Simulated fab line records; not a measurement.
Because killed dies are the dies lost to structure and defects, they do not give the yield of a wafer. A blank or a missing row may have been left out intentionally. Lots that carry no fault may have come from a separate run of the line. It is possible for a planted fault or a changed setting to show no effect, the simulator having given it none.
Which of the tools did it? | flow sky130 | 36 wafers from 12 lots sampled at 5 of the route's 708 steps

WHAT EACH GAUGE READ, for each wafer
Not one reading of a measure or inspect step in the record can be checked against a usual standard deviation.

TOOL THAT RAN EACH LOT (tool first, then ch and the chambers of the sampled wafers, then the start)
lot  | SKY_METAL5_SPUTTER_01        | SKY_METAL5_STRIP_16                  | SKY_METAL5_CLEAN_19             | SKY_PAD_OPEN_STRIP_08                | SKY_PAD_OPEN_PROBE_99
L997 | pvd-sputter-03, day 43 09:07 | plasma-asher-04 ch 0,1, day 44 08:30 | wet-bench-02 ch 2, day 44 08:58 | plasma-asher-02 ch 0,1, day 46 02:35 | prober-01, day 46 04:54
L100 | pvd-sputter-04, day 43 15:08 | plasma-asher-03 ch 0,1, day 44 14:25 | wet-bench-02 ch 1, day 44 14:55 | plasma-asher-02 ch 0,1, day 46 08:18 | prober-02, day 46 10:31
L999 | pvd-sputter-03, day 43 22:34 | plasma-asher-04 ch 0,1, day 44 21:07 | wet-bench-02 ch 3, day 44 21:39 | plasma-asher-02 ch 0,1, day 46 14:56 | prober-01, day 46 17:10
L101 | pvd-sputter-04, day 44 12:06 | plasma-asher-03 ch 0,1, day 45 09:04 | wet-bench-02 ch 3, day 45 09:34 | plasma-asher-03 ch 0,1, day 47 00:42 | prober-01, day 47 02:58
L109 | pvd-sputter-04, day 45 21:42 | plasma-asher-03 ch 0,1, day 46 18:13 | wet-bench-04 ch 3, day 46 18:43 | plasma-asher-02 ch 0,1, day 48 08:53 | prober-02, day 48 11:08
L112 | pvd-sputter-01, day 47 02:19 | plasma-asher-04 ch 0,1, day 47 22:16 | wet-bench-01 ch 0, day 47 23:06 | plasma-asher-02 ch 0,1, day 49 11:00 | prober-02, day 49 13:26
L111 | pvd-sputter-04, day 47 04:46 | plasma-asher-03 ch 0,1, day 48 00:13 | wet-bench-02 ch 0, day 48 01:03 | plasma-asher-03 ch 0,1, day 49 11:38 | prober-01, day 49 14:06
L113 | pvd-sputter-01, day 47 13:58 | plasma-asher-03 ch 0,1, day 48 09:17 | wet-bench-02 ch 1, day 48 09:46 | plasma-asher-04 ch 0,1, day 49 20:29 | prober-02, day 49 22:49
L115 | pvd-sputter-01, day 47 19:23 | plasma-asher-04 ch 0,1, day 48 13:55 | wet-bench-01 ch 1, day 48 14:27 | plasma-asher-04 ch 0,1, day 50 02:00 | prober-01, day 50 04:22
L116 | pvd-sputter-01, day 47 19:34 | plasma-asher-03 ch 0,1, day 48 14:35 | wet-bench-01 ch 0, day 48 15:05 | plasma-asher-02 ch 0,1, day 50 02:08 | prober-02, day 50 04:34
L118 | pvd-sputter-03, day 48 02:55 | plasma-asher-01 ch 0,1, day 48 20:49 | wet-bench-01 ch 0, day 48 21:20 | plasma-asher-03 ch 0, day 50 07:29   | prober-02, day 50 09:43
L117 | pvd-sputter-01, day 48 03:13 | plasma-asher-03 ch 0,1, day 48 20:55 | wet-bench-02 ch 3, day 48 21:26 | plasma-asher-03 ch 0,1, day 50 08:11 | prober-01, day 50 10:25
- SKY_METAL5_SPUTTER_01: material TiN, target thk 20 nm, time 16.7 s.
- SKY_METAL5_STRIP_16: strips in O2/N2.
- SKY_METAL5_CLEAN_19: cleans in O3/DIW.
- SKY_PAD_OPEN_STRIP_08: strips in O2/N2.
- SKY_PAD_OPEN_PROBE_99

AS READ BY THE TOOLS THEMSELVES (means over the sampled wafers that have a number; for cases with no such wafer, the mark the record gives instead)
SKY_METAL5_SPUTTER_01. Usual: throttle-valve-pct at 30.7 %, with a standard deviation of 1.3.
lot  | tool           | throttle-valve-pct (%) | flag
L997 | pvd-sputter-03 | 31.5                   |
L100 | pvd-sputter-04 | 29.8                   |
L999 | pvd-sputter-03 | 32.6                   |
L101 | pvd-sputter-04 | 29.6                   |
L109 | pvd-sputter-04 | 30.0                   |
L112 | pvd-sputter-01 | 30.2                   |
L111 | pvd-sputter-04 | 29.7                   |
L113 | pvd-sputter-01 | 30.2                   |
L115 | pvd-sputter-01 | 31.2                   |
L116 | pvd-sputter-01 | 31.4                   |
L118 | pvd-sputter-03 | 31.8                   |
L117 | pvd-sputter-01 | 31.2                   |

SKY_METAL5_STRIP_16. Usual: drypump-motor-current-A 5.8 A, standard deviation 0.33; oes-product-au 0.710 a.u., standard deviation 0.0046; strip-time-to-endpoint-s 13.18 s, standard deviation 0.097.
lot  | tool            | drypump-motor-current-A (A) | oes-product-au (a.u.) | strip-time-to-endpoint-s (s) | flag
L997 | plasma-asher-04 | 5.6                         | 0.711                 | 13.23                        |
L100 | plasma-asher-03 | 5.8                         | 0.708                 | 13.11                        |
L999 | plasma-asher-04 | 5.6                         | 0.709                 | 13.16                        |
L101 | plasma-asher-03 | 5.8                         | 0.714                 | 13.32                        |
L109 | plasma-asher-03 | 5.8                         | 0.711                 | 13.28                        |
L112 | plasma-asher-04 | 6.0                         | 0.711                 | 13.09                        |
L111 | plasma-asher-03 | 5.9                         | 0.713                 | 13.07                        |
L113 | plasma-asher-03 | 5.7                         | 0.710                 | 13.12                        |
L115 | plasma-asher-04 | 5.6                         | 0.714                 | 13.13                        |
L116 | plasma-asher-03 | 5.8                         | 0.709                 | 13.31                        |
L118 | plasma-asher-01 | 5.6                         | 0.709                 | 13.23                        |
L117 | plasma-asher-03 | 5.8                         | 0.709                 | 13.06                        |

SKY_PAD_OPEN_STRIP_08. Usual: drypump-motor-current-A 5.6 A, standard deviation 0.4; oes-product-au 0.663 a.u., standard deviation 0.0047; strip-time-to-endpoint-s 37.10 s, standard deviation 0.1.
lot  | tool            | drypump-motor-current-A (A) | oes-product-au (a.u.) | strip-time-to-endpoint-s (s) | flag
L997 | plasma-asher-02 | 5.4                         | 0.661                 | 37.13                        |
L100 | plasma-asher-02 | 5.4                         | 0.665                 | 36.96                        |
L999 | plasma-asher-02 | 5.4                         | 0.664                 | 36.99                        |
L101 | plasma-asher-03 | 5.9                         | 0.664                 | 37.24                        |
L109 | plasma-asher-02 | 5.4                         | 0.664                 | 37.08                        |
L112 | plasma-asher-02 | 5.4                         | 0.663                 | 37.10                        |
L111 | plasma-asher-03 | 5.8                         | 0.666                 | 36.97                        |
L113 | plasma-asher-04 | 5.6                         | 0.662                 | 36.93                        |
L115 | plasma-asher-04 | 5.6                         | 0.667                 | 37.10                        |
L116 | plasma-asher-02 | 5.2                         | 0.660                 | 37.06                        |
L118 | plasma-asher-03 | 5.9                         | 0.661                 | 36.93                        |
L117 | plasma-asher-03 | 5.8                         | 0.666                 | 37.10                        |

SKY_PAD_OPEN_PROBE_99. Usual: defect-limited-yield 82.6 %, standard deviation 1.8; killed_at_M0_to_M3 44, standard deviation 6.5; killed_at_M4_up 3.3, standard deviation 1.9; killed-at-contacts 23, standard deviation 4.7; killed-at-front-end 15, standard deviation 4.5; killed-at-other 0.2, standard deviation 0.52; killed-dies 86, standard deviation 8.9; killed-open 47, standard deviation 6.8; killed-short 39, standard deviation 6.1; sort_bin_3_pad_short 0.8 %, standard deviation 0.44; sort_bin_5_function 10.3 %, standard deviation 1.4; sort_bin_6_memory 6.3 %, standard deviation 1.1; sort-n-pass 406, standard deviation 8.9; sort-yield-pct 82.6 %, standard deviation 1.8.
lot  | tool      | defect-limited-yield (%) | killed_at_M0_to_M3 | killed_at_M4_up | killed-at-contacts | killed-at-front-end | killed-at-other | killed-dies | killed-open | killed-short | sort_bin_3_pad_short (%) | sort_bin_5_function (%) | sort_bin_6_memory (%) | sort-n-pass | sort-yield-pct (%) | flag
L997 | prober-01 | 83.0                     | 45                 | 3.7             | 22                 | 13                  | 0.0             | 84          | 48          | 35           | 0.9                      | 9.9                     | 6.2                   | 408         | 83.0               |
L100 | prober-02 | 81.8                     | 42                 | 5.3             | 24                 | 18                  | 0.0             | 89          | 44          | 45           | 0.9                      | 10.0                    | 7.2                   | 403         | 81.8               |
L999 | prober-01 | 75.7                     | 42                 | 38.3            | 23                 | 16                  | 0.0             | 120         | 40          | 44           | 3.0                      | 15.1                    | 6.2                   | 372         | 75.7               | OFF
L101 | prober-01 | 74.9                     | 46                 | 38.0            | 23                 | 16                  | 0.0             | 124         | 46          | 43           | 4.4                      | 13.2                    | 7.5                   | 368         | 74.9               | OFF
L109 | prober-02 | 82.5                     | 43                 | 2.7             | 27                 | 14                  | 0.0             | 86          | 47          | 39           | 0.9                      | 9.7                     | 6.9                   | 406         | 82.5               |
L112 | prober-02 | 81.9                     | 44                 | 3.3             | 25                 | 17                  | 0.0             | 89          | 50          | 39           | 0.5                      | 11.6                    | 6.0                   | 403         | 81.9               |
L111 | prober-01 | 83.9                     | 36                 | 4.0             | 26                 | 13                  | 0.0             | 79          | 44          | 35           | 0.7                      | 9.5                     | 5.8                   | 413         | 83.9               |
L113 | prober-02 | 81.6                     | 47                 | 3.0             | 23                 | 18                  | 0.0             | 91          | 47          | 43           | 1.1                      | 11.0                    | 6.3                   | 401         | 81.6               |
L115 | prober-01 | 80.8                     | 51                 | 2.7             | 25                 | 15                  | 0.7             | 94          | 58          | 37           | 1.2                      | 11.8                    | 6.2                   | 398         | 80.8               |
L116 | prober-02 | 84.5                     | 37                 | 4.7             | 24                 | 11                  | 0.0             | 76          | 38          | 38           | 0.9                      | 8.3                     | 6.2                   | 416         | 84.5               |
L118 | prober-02 | 83.1                     | 46                 | 2.0             | 24                 | 11                  | 0.3             | 83          | 43          | 40           | 0.9                      | 10.3                    | 5.7                   | 409         | 83.1               |
L117 | prober-01 | 82.9                     | 44                 | 2.3             | 23                 | 14                  | 0.3             | 84          | 44          | 40           | 0.8                      | 10.7                    | 5.6                   | 408         | 82.9               |

THE ANSWER, worked out from the rows above alone
Rule: a lot counts as off when the mean over its wafers that have a number is more than 3 standard deviations away from the usual mean. Also off: a lot with no number at a reading for which 4 or more lots have one. Any other lot the step has rows for is counted as sound. After the gauges, taken in route order, come the tools' own readings; for these a lot's mean is taken, as printed above. At the first step where some lot is off, the reading lying furthest off is the one used; lots without a number count as furthest.
Off, at SKY_PAD_OPEN_PROBE_99 on killed_at_M4_up: L999, L101.
If a tool, at that step or one of the process steps before it, ran each lot that is off and ran no sound lot following the first of them, it fits. No candidate that was tried fits.

WHAT THE SIMULATOR PUT IN
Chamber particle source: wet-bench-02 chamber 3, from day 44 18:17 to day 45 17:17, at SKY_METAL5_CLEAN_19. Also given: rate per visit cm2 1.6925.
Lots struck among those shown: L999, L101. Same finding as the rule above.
